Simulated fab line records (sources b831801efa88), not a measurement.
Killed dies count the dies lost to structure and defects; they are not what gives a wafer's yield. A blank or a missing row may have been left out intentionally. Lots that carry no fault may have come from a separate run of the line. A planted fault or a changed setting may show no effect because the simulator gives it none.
Chamber matching ; flow sfqLine ; SFQ_TRILAYER_I1_CMP_CMP_046 on cmp-01: 4 sister chambers
The step polishes SiO2. 8 wafers are shown with their chamber, then 7 later ones without.

WAFERS, EACH WITH ITS CHAMBER
wafer;chamber;timeToEndpointS (s);motorCurrentA (A)
L619.1;3;215;9.4
L621.2;0;219;9.2
L621.3;3;200;9.1
L621.5;2;228;9.7
L622.2;1;211;9.7
L622.1;0;220;9.6
L622.6;1;213;9.4
L624.3;2;220;9.4

WAFERS MISSING THEIR CHAMBER
wafer;timeToEndpointS (s);motorCurrentA (A)
L624.1;221;9.4
L624.6;218;9.9
L631.4;231;9.1
L632.3;205;9.9
L632.5;214;9.1
L633.2;189;9.4
L633.3;214;9.6

WHICH CHAMBER EACH ONE RAN IN
wafer;from the rows above;in truth
L624.1;can't be placed: 0 or 2 or 1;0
L624.6;can't be placed: 1 or 2 or 0 or 3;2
L631.4;can't be placed: 2 or 0 or 1 or 3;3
L632.3;can't be placed: 1 or 3 or 0 or 2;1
L632.5;can't be placed: 3 or 0 or 1 or 2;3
L633.2;can't be placed: 3 or 1 or 0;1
L633.3;can't be placed: 1 or 0 or 2 or 3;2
Correctly placed: 0 of 7. These rows do not allow placing 7 (true chamber among the candidates in 7). 0 placed wrongly.
How it was worked out, from the rows above alone: a wafer's distance from a chamber is the root of the sum, over the readings, of the square of ((its reading less the chamber's mean) divided by the reading's scatter). If the next closest chamber is less than 2 further off than the closest, the wafer can't be placed; otherwise it belongs to the closest. For every chamber, the mean is computed from those of its wafers that are shown. How the scatter is found: for the shown wafers, subtract from each reading the mean of its chamber, square and add these, divide the total by (wafers less chambers), then take the root.
